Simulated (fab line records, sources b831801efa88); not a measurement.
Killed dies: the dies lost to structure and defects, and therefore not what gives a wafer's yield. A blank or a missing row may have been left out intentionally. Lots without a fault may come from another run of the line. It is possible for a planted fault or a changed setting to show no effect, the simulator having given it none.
Matching of chambers / flow sky130 / cmp-01 running SKY_VIA4_CMP_02: 4 sister chambers
The step polishes SiO2. 14 wafers are shown with their chamber, then 7 later ones without.

== WAFERS PAIRED WITH THEIR CHAMBERS ==
wafer=L080.1; chamber=1; motorCurrentA (A)=11.6; platenRpm (rpm)=59.91; slurryFilterDpKPa (kPa)=13.61
wafer=L080.4; chamber=2; motorCurrentA (A)=10.7; platenRpm (rpm)=59.99; slurryFilterDpKPa (kPa)=13.45
wafer=L080.6; chamber=0; motorCurrentA (A)=12.3; platenRpm (rpm)=59.92; slurryFilterDpKPa (kPa)=13.58
wafer=L083.2; chamber=2; motorCurrentA (A)=11.2; platenRpm (rpm)=60.04; slurryFilterDpKPa (kPa)=13.53
wafer=L083.4; chamber=1; motorCurrentA (A)=11.8; platenRpm (rpm)=59.97; slurryFilterDpKPa (kPa)=13.34
wafer=L083.6; chamber=2; motorCurrentA (A)=11.7; platenRpm (rpm)=60.00; slurryFilterDpKPa (kPa)=13.62
wafer=L087.1; chamber=2; motorCurrentA (A)=11.4; platenRpm (rpm)=60.02; slurryFilterDpKPa (kPa)=13.34
wafer=L087.2; chamber=3; motorCurrentA (A)=9.9; platenRpm (rpm)=59.99; slurryFilterDpKPa (kPa)=13.49
wafer=L087.5; chamber=2; motorCurrentA (A)=11.0; platenRpm (rpm)=60.03; slurryFilterDpKPa (kPa)=13.65
wafer=L086.3; chamber=3; motorCurrentA (A)=10.8; platenRpm (rpm)=60.02; slurryFilterDpKPa (kPa)=13.70
wafer=L086.4; chamber=0; motorCurrentA (A)=13.4; platenRpm (rpm)=59.95; slurryFilterDpKPa (kPa)=13.49
wafer=L086.5; chamber=0; motorCurrentA (A)=13.7; platenRpm (rpm)=59.96; slurryFilterDpKPa (kPa)=13.45
wafer=L090.1; chamber=2; motorCurrentA (A)=11.9; platenRpm (rpm)=60.00; slurryFilterDpKPa (kPa)=13.54
wafer=L090.4; chamber=1; motorCurrentA (A)=12.1; platenRpm (rpm)=60.02; slurryFilterDpKPa (kPa)=13.63

SIGNATURES (means of the wafers above)
reading=motorCurrentA; chamber 0=13.133; chamber 1=11.833; chamber 2=11.317; chamber 3=10.350; scatter within a chamber=0.511
reading=platenRpm; chamber 0=59.9433; chamber 1=59.9667; chamber 2=60.0133; chamber 3=60.0050; scatter within a chamber=0.0305
reading=slurryFilterDpKPa; chamber 0=13.5067; chamber 1=13.5267; chamber 2=13.5217; chamber 3=13.5950; scatter within a chamber=0.122
Rule: for a wafer and a chamber, the distance is found by dividing, reading by reading, the gap between the wafer's reading and the chamber's mean by the reading's scatter, squaring, summing and taking the root. The wafer belongs to the nearest chamber; if the next one is less than 2 further off, it can't be placed. The scatter: the root of (the sum of the squares of (reading less its chamber's mean) over the shown wafers, divided by (wafers less chambers)).

== WAFERS WITHOUT THEIR CHAMBER ==
wafer=L090.6; motorCurrentA (A)=10.6; platenRpm (rpm)=59.98; slurryFilterDpKPa (kPa)=13.61
wafer=L092.1; motorCurrentA (A)=12.8; platenRpm (rpm)=59.94; slurryFilterDpKPa (kPa)=13.61
wafer=L092.3; motorCurrentA (A)=10.9; platenRpm (rpm)=59.97; slurryFilterDpKPa (kPa)=13.53
wafer=L092.6; motorCurrentA (A)=13.2; platenRpm (rpm)=60.05; slurryFilterDpKPa (kPa)=13.46
wafer=L096.2; motorCurrentA (A)=12.0; platenRpm (rpm)=59.96; slurryFilterDpKPa (kPa)=13.54
wafer=L096.5; motorCurrentA (A)=11.4; platenRpm (rpm)=59.97; slurryFilterDpKPa (kPa)=13.60
wafer=L096.6; motorCurrentA (A)=12.0; platenRpm (rpm)=60.00; slurryFilterDpKPa (kPa)=13.63

== WHICH CHAMBER EACH WENT THROUGH ==
wafer=L090.6; from the rows above=can't be placed: 3 or 2 or 1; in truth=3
wafer=L092.1; from the rows above=can't be placed: 0 or 1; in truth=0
wafer=L092.3; from the rows above=can't be placed: 2 or 3 or 1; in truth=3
wafer=L092.6; from the rows above=can't be placed: 0 or 1 or 2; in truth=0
wafer=L096.2; from the rows above=can't be placed: 1 or 2 or 0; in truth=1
wafer=L096.5; from the rows above=can't be placed: 1 or 2 or 3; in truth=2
wafer=L096.6; from the rows above=can't be placed: 1 or 2 or 0 or 3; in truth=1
Correct placement for 0 of the 7. Not placeable from these rows: 7 (in 7, the candidates include the true chamber). Number placed wrongly: 0.
